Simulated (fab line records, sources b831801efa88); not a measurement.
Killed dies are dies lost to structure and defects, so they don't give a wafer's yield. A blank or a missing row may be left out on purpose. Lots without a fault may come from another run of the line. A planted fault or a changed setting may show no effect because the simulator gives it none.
A struck lot beside a sound one | flow sky130 | 43 steps out of a route of 708
Sound: wafers L666.2, L666.5, L666.6. Struck: wafer L671.3. (L671.1, L671.2 of the same lot were not struck and are left out.) The cause comes at the end.
At each step with rows: each side's tool, then ch and its chambers, then its first start. Under that, the readings that differ: sound wafers | struck wafers | difference of the means | sigmas: that difference in standard deviations of wafers without a fault.
alike: readings whose means differ by less than 2 such deviations, and words and numbers that are the same on both sides. not compared: withheld readings, readings that some wafer has no value for, bounds like >300 that may hide the same value, and numbers for which the record gives no deviation and whose values overlap.
The two part at a step that has a row with sigmas, a row that says differs or no value, or rows on one side only. Numbers that don't overlap but have no deviation are shown without sigmas and don't part them. A reading that every wafer of one side lacks parts them only if that side has two wafers or more.

first, 4 steps without rows for these wafers: SKY_VIA2_SOFTBAKE_08 (time 90 s); SKY_VIA2_EXPOSE_09 (exposes mask VIM2, target cd 200 nm); SKY_VIA2_PEB_10; SKY_VIA2_DEVELOP_11 (develop time 60 s).
SKY_VIA2_CD_MEAS_12: target cd 200 nm.
  sound on cd_sem-02, day 37 10:14; struck on cd_sem-02, day 38 18:34
  alike: cd_nm
SKY_VIA2_OVL_MEAS_13:
  sound on overlay-02, day 37 10:20; struck on overlay-01, day 38 18:41
  reading       | sound | struck | difference | sigmas
  VIA2_OVL (nm) | 2 9 5 | -8     | -13        | -2
then, 1 step without rows for these wafers: SKY_VIA2_ETCH_14 (etches BARC in N2/H2, stops on SiO2, time 45.9 s, target depth 60 nm).
SKY_VIA2_ETCH_15: etches SiO2 in C4F8/O2/Ar, stops on TiN, target depth 546 nm, time 84 s.
  sound on rie_diel-04 ch 0,1,2, day 37 10:25; struck on rie_diel-01 ch 0, day 38 18:46
  reading               | sound             | struck | difference | sigmas
  oes_product_au (a.u.) | 0.947 0.943 0.948 | 0.937  | -0.009     | -2
  not compared: rf_hours_counter_h
SKY_VIA2_STRIP_16: strips in O2/N2.
  sound on plasma_asher-02 ch 0,1, day 37 10:28; struck on plasma_asher-01 ch 1, day 38 18:50
  reading                      | sound             | struck | difference | sigmas
  strip_time_to_endpoint_s (s) | 4.039 4.028 4.026 | 3.991  | -0.040     | -2
  alike: drypump_motor_current_A, oes_product_au
  not compared: rf_hours_counter_h
then, 3 steps without rows for these wafers: SKY_VIA2_STRIP_17 (strips in post etch residue remover, time 1200 s); SKY_VIA2_CLEAN_18 (cleans in IPA, time 180 s); SKY_VIA2_CLEAN_19 (cleans in O3/DIW).
SKY_VIA2_SPUTTER_20: material TiN, target thk 20 nm, time 80 s.
  sound on pvd_sputter-04, day 37 11:06; struck on pvd_sputter-04, day 38 19:25
  alike: throttle_valve_pct
then, 1 step without rows for these wafers: SKY_VIA2_CVD_21 (deposits W, target thk 420 nm, time 126.4 s).
SKY_VIA2_RS_MEAS_22: measures by four-point-probe.
  sound on film_metro-01, day 37 11:19; struck on film_metro-01, day 38 19:37
  alike: VIA2_W_RS
SKY_VIA2_THK_MEAS_23: measures by xrf.
  sound on film_metro-01, day 37 11:25; struck on film_metro-01, day 38 19:44
  alike: VIA2_W_THK
SKY_VIA2_CMP_24: polishes, stops on SiO2, t overpolish 20 s, target thk 0 nm.
  sound on cmp-02 ch 0,1,3, day 37 11:37; struck on cmp-01 ch 0, day 38 19:47
  alike: edge_zone_pressure_frac, motor_current_A, overpolish_run_s, time_to_endpoint_s
then, 3 steps without rows for these wafers: SKY_METAL3_SPUTTER_00 (material Ti, target thk 15 nm, time 10 s); SKY_METAL3_SPUTTER_01 (material TiN, target thk 20 nm, time 16.7 s); SKY_METAL3_SPUTTER_02 (material AlCu, target thk 735 nm, time 39.1 s).
SKY_METAL3_SPUTTER_03: material Ti, target thk 5 nm, time 3.3 s.
  sound on pvd_sputter-02, day 37 11:52; struck on pvd_sputter-01, day 38 20:11
  alike: throttle_valve_pct
then, 2 steps without rows for these wafers: SKY_METAL3_SPUTTER_04 (material TiN, target thk 70 nm, time 58.3 s); SKY_CAPM_CVD_00 (deposits SiO2, target thk 15.5 nm).
SKY_CAPM_THK_MEAS_01:
  sound on film_metro-01, day 37 11:58; struck on film_metro-02, day 38 20:16
  alike: CAPM_CVD_00_THK
then, 1 step without rows for these wafers: SKY_CAPM_SPUTTER_02 (material TiN, target thk 200 nm, time 166.7 s).
SKY_CAPM_RS_MEAS_03: measures by four-point-probe.
  sound on film_metro-02, day 37 12:09; struck on film_metro-01, day 38 20:26
  alike: CAPM_TIN_RS
SKY_CAPM_THK_MEAS_04: measures by xrf.
  sound on film_metro-02, day 37 12:16; struck on film_metro-01, day 38 20:34
  alike: CAPM_TIN_THK
then, 7 steps without rows for these wafers: SKY_CAPM_DEHYDRATE_05 (time 60 s); SKY_CAPM_HMDS_06 (prime time 60 s); SKY_CAPM_COAT_07 (resist thk 1140 nm); SKY_CAPM_SOFTBAKE_08 (time 60 s); SKY_CAPM_EXPOSE_09 (exposes mask CAPM, target cd 1000 nm); SKY_CAPM_PEB_10; SKY_CAPM_DEVELOP_11 (develop time 60 s).
SKY_CAPM_OVL_MEAS_12:
  sound on overlay-02, day 38 13:17; struck on overlay-01, day 39 20:58
  alike: CAPM_OVL
SKY_CAPM_METAL_ETCH_13: etches TiN in Cl2/BCl3, stops on SiO2, target depth 220 nm, time 62.9 s.
  sound on rie_metal-02 ch 0,1, day 38 13:19; struck on rie_metal-01 ch 0, day 39 21:01
  reading                     | sound       | struck | difference | sigmas
  drypump_motor_current_A (A) | 5.2 5.0 5.2 | 6.4    | +1.3       | +2
  alike: bcl3_flow_sccm, oes_product_au, throttle_valve_pct
  not compared: rf_hours_counter_h
then, 6 steps without rows for these wafers: SKY_CAPM_STRIP_14 (strips in O2/N2); SKY_CAPM_STRIP_15 (strips in post etch residue remover, time 1200 s); SKY_CAPM_CLEAN_16 (cleans in IPA, time 180 s); SKY_CAPM_CLEAN_17 (cleans in O3/DIW); SKY_METAL3_DEHYDRATE_05 (time 60 s); SKY_METAL3_HMDS_06 (prime time 60 s).
-- the record jumps here: 8 days lie between the struck wafers' starts before and after (it left off in module METAL3 and takes up again in module PAD_OPEN, whose first step shown is number 708 of the route) --
SKY_PAD_OPEN_PROBE_99:
  sound on prober-02, day 46 14:25; struck on prober-02, day 47 19:14
  reading                               | sound             | struck | difference | sigmas
  defect_limited_yield (%)              | 85.0 86.0 84.1    | 75.0   | -10.0      | -5
  killed_at_M0_to_M3                    | 36 39 33          | 77     | +41        | +5
  killed_dies                           | 74 69 78          | 123    | +49        | +5
  sort_bin_3_pad_short (%)              | 1.0 1.2 0.8       | 4.5    | +3.5       | +9
  sort_bin_5_function (%)               | 7.9 7.5 10.8      | 14.0   | +5.3       | +3
  sort_n_pass                           | 418 423 414       | 369    | -49        | -5
  sort_yield_pct (%)                    | 85.0 86.0 84.1    | 75.0   | -10.0      | -5
  model.etest.tester.sort_n_pass        | 418 423 414       | 369    | -49        |
  model.etest.tester.sort_yield_pct (%) | 84.96 85.98 84.15 | 75     | -10        |
  model.etest.tester.sort_bin_5_pct (%) | 7.927 7.52 10.77  | 14.02  | +5.28      |
  model.etest.tester.sort_bin_3_pct (%) | 1.016 1.22 0.813  | 4.472  | +3.456     |
  alike: killed_at_M4_up, killed_at_contacts, killed_at_front_end, killed_at_other, killed_open, killed_short, sort_bin_6_memory

WHERE THEY PART
First at SKY_VIA2_OVL_MEAS_13; last, within this record, at SKY_PAD_OPEN_PROBE_99.

WHY: what the simulator had put in
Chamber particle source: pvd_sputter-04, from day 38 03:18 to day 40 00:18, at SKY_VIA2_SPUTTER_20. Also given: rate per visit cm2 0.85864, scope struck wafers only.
